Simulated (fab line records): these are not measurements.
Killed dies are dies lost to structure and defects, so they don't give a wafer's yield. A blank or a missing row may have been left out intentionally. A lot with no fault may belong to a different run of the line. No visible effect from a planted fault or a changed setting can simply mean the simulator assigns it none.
A lot that was struck, set against a sound lot    flow sky130    35 out of 708 route steps
Sound: the wafers L487.2, L487.5, L487.6. Struck: wafer L494.6 (L494.2, L494.3, from the same lot, were not struck and are left out); the cause is given at the end.
Each step with rows lists, per side, the tool, then ch with its chambers, then its first start. Under that, the readings that differ: sound wafers    struck wafers    difference of the means    sigmas: that difference in standard deviations of wafers without a fault.
alike: words and numbers the same on both sides, and readings whose means are apart by under 2 such deviations; not compared: readings that were withheld, readings missing a value for some wafer, numbers with overlapping values and no deviation given by the record, and bounds like >300 which may hide the same value.
Wherever a step has rows on one side only, a row that says differs or no value, or a row with sigmas, the two part there. Non-overlapping numbers with no deviation appear without sigmas and do not part them. A reading missing from all wafers of one side parts the sides only when that side holds two or more wafers.

first, 10 steps without rows for these wafers: SKY_VIA2_EXPOSE_09 (exposes mask VIM2, target cd 200 nm); SKY_VIA2_PEB_10; SKY_VIA2_DEVELOP_11 (develop time 60 s); SKY_VIA2_ETCH_14 (etches BARC in N2/H2, stops on SiO2, time 45.9 s, target depth 60 nm); SKY_VIA2_ETCH_15 (etches SiO2 in C4F8/O2/Ar, stops on TiN, target depth 546 nm, time 84 s); SKY_VIA2_STRIP_16 (strips in O2/N2); SKY_VIA2_STRIP_17 (strips in post etch residue remover, time 1200 s); SKY_VIA2_CLEAN_18 (cleans in IPA, time 180 s); SKY_VIA2_CLEAN_19 (cleans in O3/DIW); SKY_VIA2_SPUTTER_20 (material TiN, target thk 20 nm, time 80 s).
SKY_VIA2_CVD_21: deposits W, target thk 420 nm, time 126.4 s.
  sound on cvd-w-01 ch 0,1, day 37 14:57; struck on cvd-w-02 ch 0, day 40 04:36
  alike: heater-power-w
  not compared: since-wet-clean-h
then, 23 steps without rows for these wafers: SKY_VIA2_CMP_24 (polishes, stops on SiO2, t overpolish 20 s, target thk 0 nm); SKY_METAL3_SPUTTER_00 (material Ti, target thk 15 nm, time 10 s); SKY_METAL3_SPUTTER_01 (material TiN, target thk 20 nm, time 16.7 s); SKY_METAL3_SPUTTER_02 (material AlCu, target thk 735 nm, time 39.1 s); SKY_METAL3_SPUTTER_03 (material Ti, target thk 5 nm, time 3.3 s); SKY_METAL3_SPUTTER_04 (material TiN, target thk 70 nm, time 58.3 s); SKY_CAPM_CVD_00 (deposits SiO2, target thk 15.5 nm); SKY_CAPM_SPUTTER_02 (material TiN, target thk 200 nm, time 166.7 s); SKY_CAPM_DEHYDRATE_05 (time 60 s); SKY_CAPM_HMDS_06 (prime time 60 s); SKY_CAPM_COAT_07 (resist thk 1140 nm); SKY_CAPM_SOFTBAKE_08 (time 60 s); SKY_CAPM_EXPOSE_09 (exposes mask CAPM, target cd 1000 nm); SKY_CAPM_PEB_10; SKY_CAPM_DEVELOP_11 (develop time 60 s); SKY_CAPM_METAL_ETCH_13 (etches TiN in Cl2/BCl3, stops on SiO2, target depth 220 nm, time 62.9 s); SKY_CAPM_STRIP_14 (strips in O2/N2); SKY_CAPM_STRIP_15 (strips in post etch residue remover, time 1200 s); SKY_CAPM_CLEAN_16 (cleans in IPA, time 180 s); SKY_CAPM_CLEAN_17 (cleans in O3/DIW); SKY_METAL3_DEHYDRATE_05 (time 60 s); SKY_METAL3_HMDS_06 (prime time 60 s); SKY_METAL3_COAT_07 (resist thk 60 nm).
-- the record jumps here: 9 days lie between the struck wafers' starts before and after (it left off in module METAL3 and takes up again in module PAD_OPEN, whose first step shown is number 708 of the route) --
SKY_PAD_OPEN_PROBE_99:
  sound: prober-01 at day 46 18:20; struck: prober-02 at day 48 22:19
reading                                sound               struck  difference  sigmas
defect-limited-yield (%)               81.9 80.3 85.6      73.0    -9.6        -5
killed_at_M0_to_M3                     40 45 30            93      +55         +7
killed-dies                            89 97 71            133     +47         +5
sort_bin_3_pad_short (%)               1.6 0.4 1.4         2.8     +1.7        +4
sort_bin_5_function (%)                9.1 11.4 7.7        15.0    +5.6        +4
sort-n-pass                            403 395 421         359     -47         -5
sort-yield-pct (%)                     81.9 80.3 85.6      73.0    -9.6        -5
model.etest.tester.sort-n-pass         403 395 421         359     -47         
model.etest.tester.sort-yield-pct (%)  81.91 80.28 85.57   72.97   -9.62       
model.etest.tester.sort_bin_5_pct (%)  9.146 11.38 7.724   15.04   +5.62       
model.etest.tester.sort_bin_3_pct (%)  1.626 0.4065 1.423  2.846   +1.694      
  alike: killed_at_M4_up, killed-at-contacts, killed-at-front-end, killed-at-other, killed-on-rim, killed-open, killed-short, sort_bin_6_memory

## WHERE THEY PART
SKY_PAD_OPEN_PROBE_99 only, going by this record.

WHY: what had been put in by the simulator
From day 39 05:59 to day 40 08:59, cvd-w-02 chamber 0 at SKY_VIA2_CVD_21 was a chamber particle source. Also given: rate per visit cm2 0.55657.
